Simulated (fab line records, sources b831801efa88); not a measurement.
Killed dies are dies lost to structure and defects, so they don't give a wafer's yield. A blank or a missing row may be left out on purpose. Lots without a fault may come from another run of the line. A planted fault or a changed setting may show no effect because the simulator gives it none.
Which tool did it? | flow sky130 | 6 lots, 18 wafers sampled, at 3 steps of a route of 708

WHAT THE GAUGES READ, wafer by wafer
SKY_VIA3_BOW_MEAS_03.
lot  | measured     | on            | VIA3_BOW (um)
L623 | day 38 15:17 | film_metro-03 | 72 85 79
L625 | day 39 06:50 | film_metro-03 | 72 70 66
L628 | day 40 10:46 | film_metro-04 | 71 91 87
L630 | day 41 22:15 | film_metro-03 | 93 95 83
L637 | day 43 05:01 | film_metro-04 | 81 93 96
L640 | day 43 13:05 | film_metro-03 | 82 78 78

WHICH TOOL RAN EACH LOT (tool, then ch and the chambers of the sampled wafers, then the start)
lot  | SKY_VIA1_HDPCVD_00               | SKY_METAL3_ETCH_17
L623 | hdpcvd-02 ch 0,1,2, day 32 21:12 | rie_diel-03 ch 0,1,2, day 38 13:55
L625 | hdpcvd-01 ch 0,2, day 33 12:49   | rie_diel-01 ch 0,2, day 39 05:31
L628 | hdpcvd-02 ch 0,2, day 34 17:55   | rie_diel-04 ch 1,2, day 40 09:25
L630 | hdpcvd-01 ch 0,1, day 36 08:31   | rie_diel-01 ch 1,2,3, day 41 20:55
L637 | hdpcvd-02 ch 1,2, day 37 19:51   | rie_diel-04 ch 0,1,2, day 43 03:42
L640 | hdpcvd-01 ch 0,1, day 38 06:22   | rie_diel-01 ch 0,2,3, day 43 11:34
- SKY_VIA1_HDPCVD_00: deposits SiO2, target thk 1030 nm, time 171.7 s.
- SKY_METAL3_ETCH_17: etches SiO2 in C4F8/O2/Ar, stops on TiN, time 3.9 s, target depth 15 nm.

THE ANSWER, worked out from the rows above alone
Rule: what is usual is taken from the lots themselves. Put in order of their means at a reading, lots are off if they are a third of the lots or fewer, leave a main group of 4 or more, and stand apart from it by a gap of 3 or more times the standard deviation of the main group's means; of several such gaps the widest counts. A main group whose means are all the same, to the digits that the tables above print for the reading, isn't used. A lot without any number at a reading at which 4 lots or more have one is off too. The other lots that the step has rows for count as sound.
No lot is off at any reading shown: from this, nothing can be told.

WHAT THE SIMULATOR HAD PUT IN
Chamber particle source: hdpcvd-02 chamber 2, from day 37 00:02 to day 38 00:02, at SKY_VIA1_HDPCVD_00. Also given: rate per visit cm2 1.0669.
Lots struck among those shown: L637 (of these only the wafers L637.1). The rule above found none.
